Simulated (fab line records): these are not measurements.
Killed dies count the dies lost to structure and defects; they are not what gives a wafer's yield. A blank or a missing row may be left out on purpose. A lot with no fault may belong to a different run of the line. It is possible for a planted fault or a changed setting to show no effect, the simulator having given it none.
Code-filled problem report in 8D (eight disciplines) form / flow sky130 / the parts of the form that need people (team, actions taken, sign-off) are left out

## 1. PROBLEM STATEMENT
oes product au at SKY_VIA2_ETCH_15 reads a mean of 0.894 a.u. on 6 wafers of 2 lots; wafers without a fault read 0.939 a.u. with a standard deviation of 0.005. Relative to the usual mean, that is a shift of -9.0 standard deviations.
The step: etches SiO2 in C4F8/O2/Ar, stops on TiN, target depth 546 nm, time 84 s.
First seen on wafer L338.2, day 40 17:15, on rie diel-02. At this step, 36 wafers from 12 lots have a number in the record. The rule behind "out" and "out of limits": a value lying over 4 standard deviations away from the usual mean. The rest of the wafers with a number are treated as sound.

## 2. WHAT THIS IS AND IS NOT
question=which readings at this step | is=oes product au | is not=-
question=which lots | is=L338, L340 | is not=L326, L328, L329, L330, L331, L334, L343, L346, L347, L348
question=which wafers of those lots | is=all that have a number | is not=-
question=read on which tools | is=rie diel-02 | is not=rie diel-01, rie diel-03
question=when | is=from day 40 17:15 | is not=up to then (18 sound wafers); but 12 sound wafers of L343, L346, L347, L348 came after

## 3. WHAT RULES OUT EACH SUSPECT
Counting: a tool at any process step up to the reading remains a suspect when it ran all the lots that are out and ran no sound lot after the first of those.
- pvd sputter-04 at SKY_METAL2_SPUTTER_03 (material Ti, target thk 5 nm, time 3.3 s): ruled out as a lasting fault. The sound lots L343, L346 went through it after L338, its earliest lot that is out (day 38 14:36).
- rie diel-02 at SKY_VIA2_ETCH_15 (etches SiO2 in C4F8/O2/Ar, stops on TiN, target depth 546 nm, time 84 s): kept. It processed each lot that is out, first L338 at day 40 17:15, and no sound lot thereafter; up to then, the last sound lot it processed was L330 at day 38 07:47. On those wafers its own readings are out: oes product au.
After counting, what remains is rie diel-02 at SKY_VIA2_ETCH_15.

## 4. THE CAUSE (what the simulator had put in)
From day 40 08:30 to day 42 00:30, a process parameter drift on rie diel-02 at SKY_VIA2_ETCH_15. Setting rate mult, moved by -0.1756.
The count eliminated every tool but this one.

## 5. THE EFFECT CHAIN, in route order
One row per reading whose mean, taken over the struck wafers that have a number, lies over 3 standard deviations from the usual. Readings are gone through only where the record gives a usual standard deviation; hours: the median, over the lots, of the time from a lot's start at the first step in this table giving one to that lot's start at this step; sigmas: the change measured in usual standard deviations.
hours=0; step=SKY_VIA2_ETCH_15; reading=oes product au; usual=0.939 a.u.; on struck wafers=0.894; change=-0.045; sigmas=-9.0
hours=0; step=SKY_VIA2_STRIP_16; reading=strip time to endpoint s; usual=4.05 s; on struck wafers=4.23; change=+0.18; sigmas=+5.6
hours=203; step=SKY_PAD_OPEN_PROBE_99; reading=defect limited yield; usual=82.6 %; on struck wafers=45.5; change=-37.1; sigmas=-22
hours=203; step=SKY_PAD_OPEN_PROBE_99; reading=killed_at_M0_to_M3; usual=42; on struck wafers=226; change=+184; sigmas=+29
hours=203; step=SKY_PAD_OPEN_PROBE_99; reading=killed dies; usual=86; on struck wafers=268; change=+182; sigmas=+21
hours=203; step=SKY_PAD_OPEN_PROBE_99; reading=killed on rim; usual=17; on struck wafers=53; change=+36; sigmas=+10
Its process steps:
- SKY_VIA2_ETCH_15: etches SiO2 in C4F8/O2/Ar, stops on TiN, target depth 546 nm, time 84 s.
- SKY_VIA2_STRIP_16: strips in O2/N2.
- SKY_PAD_OPEN_PROBE_99

## 6. WHAT WOULD HAVE CAUGHT IT SOONER
9 hours passed between the start of the fault at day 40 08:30 and the first reading out of limits in this record, taken at day 40 17:15.
